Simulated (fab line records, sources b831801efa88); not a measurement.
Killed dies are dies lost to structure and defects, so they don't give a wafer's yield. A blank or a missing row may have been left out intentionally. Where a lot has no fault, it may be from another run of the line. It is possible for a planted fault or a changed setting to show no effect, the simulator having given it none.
Comparing a struck lot with a sound one	flow gf180mcu	15 steps out of a route of 602
Sound: the wafers L948.1, L948.2, L948.5. Wafers L953.4, L953.5, L953.6 were the ones struck. At the end, the cause is stated.
Per side, at each step with rows, come the tool, then ch with its chambers, and then its first start. Under that, the readings that differ: sound wafers	struck wafers	difference of the means	sigmas: that difference in standard deviations of wafers without a fault.
alike: same words and numbers on both sides, and readings whose means sit less than 2 such deviations apart. not compared: any withheld reading, any reading some wafer has no value for, any bound like >300 that may hide the same value, and any number with overlapping values for which the record gives no deviation.
Wherever a step has rows on one side only, a row that says differs or no value, or a row with sigmas, the two part there. Numbers that have no deviation but don't overlap get no sigmas and don't part them. Lack of a reading on every wafer of one side parts them only where that side has two or more wafers.

first, 5 steps without rows for these wafers: GF_V2_COAT_09 (resist thk 1000 nm); GF_V2_SOFTBAKE_10 (time 60 s); GF_V2_EXPOSE_11 (exposes mask Via2, target cd 260 nm); GF_V2_PEB_12 (peb time 90 s); GF_V2_DEVELOP_13 (develop time 60 s).
GF_V2_CD_MEAS_14: target cd 260 nm.
  sound on cd sem-02, day 21 04:51; struck on cd sem-02, day 22 22:58
  alike: cd nm
GF_V2_OVL_MEAS_15:
  sound on overlay-02, day 21 04:58; struck on overlay-02, day 22 23:02
  alike: V2_OVL
GF_V2_ETCH_16: etches BARC in N2/H2.
  sound on rie diel-01 ch 0,2, day 21 05:00; struck on rie diel-02 ch 2,3, day 22 23:03
  alike: drypump motor current A, oes product au, throttle valve pct
GF_V2_ETCH_17: etches SiO2 in C4F8/O2/Ar, stops on TiN, target depth 630 nm.
  sound: rie diel-01 ch 0,2; struck: rie diel-02 ch 2,3
  alike: oes product au
GF_V2_STRIP_18: strips in O2/N2.
  sound on plasma asher-01 ch 0,1, day 21 05:08; struck on plasma asher-04 ch 0,1, day 22 23:13
  alike: drypump motor current A, heater power w, oes product au
  not compared: rf hours counter h
then, 2 steps without rows for these wafers: GF_V2_STRIP_19 (strips in post etch residue remover, time 1200 s); GF_V2_CLEAN_20 (cleans in DIW).
GF_V2_SPUTTER_21: material Ti, target thk 15 nm, time 80.02 s.
  sound on pvd sputter-01, day 21 05:40; struck on pvd sputter-01, day 22 23:45
  no value came back on the struck wafers for cathode dc power W (W), chamber pressure pa (Pa), throttle valve pct (%), time s (s); on the sound wafers cathode dc power W (W) reads 2499.6 2498.6 2499.9
GF_V2_SPUTTER_22: material TiN, target thk 10 nm, time 40 s.
  sound on pvd sputter-01, day 21 05:44; struck on pvd sputter-01, day 22 23:49
  alike: cathode dc power W, chamber pressure pa, throttle valve pct
GF_V2_CVD_23: deposits W, target thk 350 nm, time 104.94 s.
  sound on cvd w-01 ch 0,1, day 21 05:46; struck on cvd w-02 ch 0,1, day 22 23:53
  alike: heater power w

== WHERE THEY PART ==
Within this record, at GF_V2_SPUTTER_21 only. Later steps at which nothing parts them and some readings are alike: GF_V2_SPUTTER_22, GF_V2_CVD_23.

WHY: what had been put in by the simulator
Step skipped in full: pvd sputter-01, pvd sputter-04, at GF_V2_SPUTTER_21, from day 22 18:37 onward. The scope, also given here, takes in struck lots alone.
